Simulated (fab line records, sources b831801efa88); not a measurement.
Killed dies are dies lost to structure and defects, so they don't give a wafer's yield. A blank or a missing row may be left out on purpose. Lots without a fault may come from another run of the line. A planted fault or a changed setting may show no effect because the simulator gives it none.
Which tool did it? | flow sky130 | 13 lots, 39 wafers sampled, at 6 steps of a route of 708

WHAT THE GAUGES READ, wafer by wafer
SKY_PWDE_OVL_MEAS_07. Usual: PWDE_OVL 1.5 nm, standard deviation 1.5.
lot  | measured    | on         | PWDE_OVL (nm) | flag
L836 | day 3 20:32 | overlay-02 | 2.0 -1.0 1.5  |
L837 | day 4 03:22 | overlay-02 | 0.0 -2.0 0.7  |
L839 | day 4 11:01 | overlay-01 | 1.5 4.4 3.6   |
L843 | day 5 20:26 | overlay-01 | -0.4 -0.7 1.2 |
L844 | day 6 14:38 | overlay-01 | 2.9 2.1 4.0   |
L846 | day 6 15:03 | overlay-02 | 5.5 3.7 3.5   |
L847 | day 7 10:42 | overlay-01 | - - -         | OFF
L848 | day 7 10:04 | overlay-02 | 1.1 1.0 1.1   |
L849 | day 7 18:06 | overlay-01 | 2.0 0.9 2.9   |
L851 | day 8 00:41 | overlay-02 | -0.6 2.2 0.7  |
L853 | day 8 09:43 | overlay-01 | 1.2 3.4 1.6   |
L857 | day 8 23:41 | overlay-01 | 1.3 1.4 5.3   |
L859 | day 9 08:49 | overlay-01 | 0.7 1.1 -0.1  |

SKY_PWDE_TW_MEAS_10. Usual: PWDE_TW 373.0, standard deviation 2.6.
lot  | measured    | on            | PWDE_TW           | flag
L836 | day 3 20:50 | film_metro-04 | 374.7 375.4 377.2 |
L837 | day 4 03:39 | film_metro-01 | 371.2 372.9 368.2 |
L839 | day 4 11:18 | film_metro-01 | 373.3 372.4 372.2 |
L843 | day 5 20:44 | film_metro-02 | 376.6 375.1 379.3 |
L844 | day 6 14:55 | film_metro-04 | 370.1 370.4 371.4 |
L846 | day 6 15:20 | film_metro-02 | 375.6 371.9 374.2 |
L847 | day 7 10:59 | film_metro-02 | 29.8 29.9 30.0    | OFF
L848 | day 7 10:21 | film_metro-01 | 370.3 369.9 369.8 |
L849 | day 7 18:23 | film_metro-04 | 370.1 372.6 371.6 |
L851 | day 8 00:58 | film_metro-02 | 372.8 374.8 373.9 |
L853 | day 8 10:01 | film_metro-02 | 373.6 372.7 374.9 |
L857 | day 8 23:59 | film_metro-02 | 371.6 370.2 375.6 |
L859 | day 9 09:06 | film_metro-02 | 378.3 378.9 378.5 |

SKY_VT_ADJUST_NCORE_TW_MEAS_11. Usual: VT_ADJUST_NCORE_TW 217.0, standard deviation 0.99.
lot  | measured     | on            | VT_ADJUST_NCORE_TW | flag
L836 | day 8 08:08  | film_metro-03 | 217.6 216.7 218.2  |
L837 | day 8 20:19  | film_metro-01 | 217.6 217.5 218.1  |
L839 | day 9 07:28  | film_metro-03 | 216.9 215.2 216.6  |
L843 | day 11 03:06 | film_metro-04 | 217.2 218.0 218.3  |
L844 | day 12 00:42 | film_metro-01 | 217.0 218.5 217.1  |
L846 | day 12 04:26 | film_metro-01 | 217.7 216.3 216.5  |
L847 | day 13 05:13 | film_metro-04 | 217.1 218.6 218.7  |
L848 | day 13 04:13 | film_metro-03 | 217.0 216.4 215.6  |
L849 | day 13 11:56 | film_metro-01 | 218.0 218.3 217.9  |
L851 | day 13 21:25 | film_metro-03 | 215.7 215.3 216.7  |
L853 | day 14 09:31 | film_metro-01 | 215.3 215.6 215.6  |
L857 | day 15 02:50 | film_metro-03 | 216.8 215.9 216.4  |
L859 | day 15 14:25 | film_metro-01 | 218.5 216.6 216.6  |

SKY_VT_ADJUST_PCH_TW_MEAS_10. Usual: VT_ADJUST_PCH_TW 141.7, standard deviation 0.93.
lot  | measured     | on            | VT_ADJUST_PCH_TW  | flag
L836 | day 10 03:40 | film_metro-03 | 141.4 141.6 141.3 |
L837 | day 10 16:40 | film_metro-03 | 142.1 142.4 141.9 |
L839 | day 11 05:12 | film_metro-03 | 142.0 141.7 141.6 |
L843 | day 13 04:04 | film_metro-02 | 141.5 141.5 142.7 |
L844 | day 14 05:01 | film_metro-03 | 140.9 140.0 140.4 |
L846 | day 14 08:28 | film_metro-03 | 139.8 140.3 140.0 |
L847 | day 15 11:25 | film_metro-03 | 141.1 140.2 140.3 |
L848 | day 15 09:42 | film_metro-03 | 140.7 140.1 139.7 |
L849 | day 15 18:25 | film_metro-02 | 142.1 142.7 142.5 |
L851 | day 16 04:09 | film_metro-02 | 142.8 142.7 143.3 |
L853 | day 16 16:59 | film_metro-01 | 141.1 141.4 141.1 |
L857 | day 17 11:34 | film_metro-02 | 142.0 142.1 142.1 |
L859 | day 17 23:18 | film_metro-03 | 141.5 141.0 141.2 |

WHICH TOOL RAN EACH LOT (tool, then ch and the chambers of the sampled wafers, then the start)
lot  | SKY_FIELD_ISO_ETCH_14             | SKY_PWDE_EXPOSE_04
L836 | rie_diel-03 ch 1,2,3, day 2 06:11 | iline_stepper-01 ch 0, day 3 12:35
L837 | rie_diel-02 ch 0,1,3, day 2 10:07 | iline_stepper-01 ch 0, day 3 19:58
L839 | rie_diel-02 ch 0,3, day 2 20:07   | iline_stepper-02 ch 0, day 4 03:02
L843 | rie_diel-02 ch 1,2, day 3 17:47   | iline_stepper-01 ch 0, day 5 11:56
L844 | rie_diel-02 ch 0,1, day 3 22:35   | iline_stepper-01 ch 0, day 6 05:37
L846 | rie_diel-03 ch 0,1, day 4 07:43   | iline_stepper-02 ch 0, day 6 06:23
L847 | rie_diel-04 ch 0,1,3, day 4 18:28 | iline_stepper-01 ch 0, day 7 01:15
L848 | rie_diel-02 ch 0,2, day 4 18:49   | iline_stepper-02 ch 0, day 7 00:28
L849 | rie_diel-04 ch 0,1,2, day 5 06:37 | iline_stepper-01 ch 0, day 7 08:42
L851 | rie_diel-04 ch 0,1,3, day 5 17:14 | iline_stepper-02 ch 0, day 7 14:43
L853 | rie_diel-02 ch 0,2,3, day 6 05:59 | iline_stepper-01 ch 0, day 7 23:29
L857 | rie_diel-02 ch 0,2, day 6 23:19   | iline_stepper-01 ch 0, day 8 13:12
L859 | rie_diel-02 ch 1,2,3, day 7 07:47 | iline_stepper-02 ch 0, day 8 22:22
- SKY_FIELD_ISO_ETCH_14: etches BARC in N2/H2, stops on SiO2, time 45.9 s, target depth 60 nm.
- SKY_PWDE_EXPOSE_04: exposes mask PWDEM, target cd 840 nm.

WHAT THE TOOLS THEMSELVES READ (means of the sampled wafers that have a number; where no wafer has one, the mark that the record gives instead)
SKY_FIELD_ISO_ETCH_14. Usual: drypump_motor_current_A 5.8 A, standard deviation 0.42; oes_product_au 0.855 a.u., standard deviation 0.0042; throttle_valve_pct 13.224 %, standard deviation 0.0094.
lot  | tool        | drypump_motor_current_A (A) | oes_product_au (a.u.) | throttle_valve_pct (%) | flag
L836 | rie_diel-03 | 5.6                         | 0.858                 | 13.215                 |
L837 | rie_diel-02 | 5.9                         | 0.857                 | 13.223                 |
L839 | rie_diel-02 | 5.6                         | 0.856                 | 13.231                 |
L843 | rie_diel-02 | 6.1                         | 0.849                 | 13.226                 |
L844 | rie_diel-02 | 5.6                         | 0.857                 | 13.228                 |
L846 | rie_diel-03 | 5.2                         | 0.856                 | 13.217                 |
L847 | rie_diel-04 | 5.9                         | 0.851                 | 13.228                 |
L848 | rie_diel-02 | 5.6                         | 0.854                 | 13.237                 |
L849 | rie_diel-04 | 5.8                         | 0.854                 | 13.225                 |
L851 | rie_diel-04 | 5.9                         | 0.853                 | 13.220                 |
L853 | rie_diel-02 | 5.9                         | 0.852                 | 13.227                 |
L857 | rie_diel-02 | 5.9                         | 0.854                 | 13.220                 |
L859 | rie_diel-02 | 6.1                         | 0.855                 | 13.224                 |

SKY_PWDE_EXPOSE_04. Usual: focus_offset_nm -0.1 nm, standard deviation 0.53.
lot  | tool             | focus_offset_nm (nm) | flag
L836 | iline_stepper-01 | 0.4                  |
L837 | iline_stepper-01 | 0.5                  |
L839 | iline_stepper-02 | -0.8                 |
L843 | iline_stepper-01 | 0.4                  |
L844 | iline_stepper-01 | -0.4                 |
L846 | iline_stepper-02 | -0.0                 |
L847 | iline_stepper-01 | 0.2                  |
L848 | iline_stepper-02 | 0.6                  |
L849 | iline_stepper-01 | 0.1                  |
L851 | iline_stepper-02 | 0.7                  |
L853 | iline_stepper-01 | -0.3                 |
L857 | iline_stepper-01 | -0.3                 |
L859 | iline_stepper-02 | 0.2                  |

THE ANSWER, worked out from the rows above alone
Rule: a lot is off if the mean of its wafers that have a number lies more than 3 standard deviations from the usual mean. A lot without any number at a reading at which 4 lots or more have one is off too. The other lots that the step has rows for count as sound. The gauges are gone through in route order, then the tools' own readings, and for those a lot's mean is taken as printed above. The first step at which some lot is off is used, and at that step the reading that is off furthest; a lot without a number counts as furthest.
Off: L847, at SKY_PWDE_OVL_MEAS_07 (PWDE_OVL). Without a number there: L847.
A tool fits if, at a process step before that reading, it ran every lot that is off, and no sound lot after the first of them. The gauges at SKY_PWDE_OVL_MEAS_07 aren't tried: what is off there is off at SKY_PWDE_TW_MEAS_10 too, on other tools, and a gauge's error can't cause that. None of those tried fits.

WHAT THE SIMULATOR HAD PUT IN
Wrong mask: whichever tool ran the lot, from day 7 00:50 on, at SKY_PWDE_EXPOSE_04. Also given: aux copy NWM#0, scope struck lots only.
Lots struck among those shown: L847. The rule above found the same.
